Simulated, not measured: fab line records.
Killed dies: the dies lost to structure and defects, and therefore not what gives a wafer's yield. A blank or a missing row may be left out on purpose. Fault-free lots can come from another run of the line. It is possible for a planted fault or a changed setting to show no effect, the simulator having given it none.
One fault seen from 2 desks + flow sky130 + numbers are kept per desk, each desk with only its own; the story behind them comes last

## FOR THE TOOL OWNER'S DESK: litho_track-03
The tool's own readings at SKY_VT_ADJUST_NCORE_SOFTBAKE_03 (time 60 s): means of the sampled wafers that have a number, for each lot that ran on this tool. Marked OUT: a lot whose mean sits more than 4 standard deviations from the usual mean, which makes it out of limits; the brackets give that distance.
Columns: A = heater_power_total_W at SKY_VT_ADJUST_NCORE_SOFTBAKE_03, usual 56.60 W; B = run_length_s at SKY_VT_ADJUST_NCORE_SOFTBAKE_03, usual 89.10 s
| lot  | first seen here | A               | B               |
|------|-----------------|-----------------|-----------------|
| L326 | day 9 01:26     | 56.57           | 89.08           |
| L332 | day 10 13:32    | 56.60           | 89.07           |
| L334 | day 11 06:39    | 56.59           | 89.08           |
| L340 | day 12 19:29    | 58.44 (+38) OUT | 84.37 (-43) OUT |
This desk finds L340 out of limits, L340 being first, at day 12 19:29 (heater_power_total_W at SKY_VT_ADJUST_NCORE_SOFTBAKE_03). L326, L332, L334 stayed within limits.

## THE METROLOGY DESK
What the gauges read, lot by lot, whatever tool the lot ran on: means of the sampled wafers that have a number. Marked OUT: a lot whose mean sits more than 4 standard deviations from the usual mean, which makes it out of limits; the brackets give that distance.
Columns: A = DNWELL_TW at SKY_DNWELL_TW_MEAS_09, usual 1112; B = PWDE_TW at SKY_PWDE_TW_MEAS_10, usual 373; C = VT_ADJUST_HVTR_TW at SKY_VT_ADJUST_HVTR_TW_MEAS_11, usual 210.2
| lot  | first seen here | A    | B   | C     |
|------|-----------------|------|-----|-------|
| L324 | day 3 11:37     | 1105 | 377 | 210.5 |
| L325 | day 3 20:36     | 1101 | 379 | 208.0 |
| L326 | day 3 20:46     | 1125 | 370 | 209.1 |
| L327 | day 3 20:56     | 1097 | 372 | 208.1 |
| L328 | day 4 12:35     | 1106 | 378 | 212.5 |
| L331 | day 4 19:52     | 1138 | 370 | 210.0 |
| L332 | day 5 00:36     | 1101 | 369 | 210.7 |
| L334 | day 5 16:29     | 1109 | 370 | 208.1 |
| L336 | day 6 01:59     | 1092 | 372 | 208.7 |
| L340 | day 6 20:36     | 1107 | 376 | 208.3 |
| L343 | day 7 14:02     | 1133 | 374 | 211.9 |
| L344 | day 7 18:31     | 1114 | 375 | 209.0 |
| L347 | day 8 08:08     | 1115 | 371 | 209.7 |
This desk found nothing out of limits on any of the 13 lots.

## ALL TOGETHER
An alarm could have come from the tool owner's desk at day 12 19:29, on L340.
At the metrology desk, nothing out of limits was observed.
The metrology desk has L340 on record, within its limits.
SKY_VT_ADJUST_NCORE_SOFTBAKE_03 was run on litho_track-03 by each of the lots named.

## WHAT THE SIMULATOR HAD PUT IN
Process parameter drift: litho_track-03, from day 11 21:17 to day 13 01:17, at SKY_VT_ADJUST_NCORE_SOFTBAKE_03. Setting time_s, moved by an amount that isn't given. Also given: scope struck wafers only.
Lots struck among those shown: L340.
Delay in hours, fault start to first out-of-limits reading, by desk: the tool owner's desk at 22.
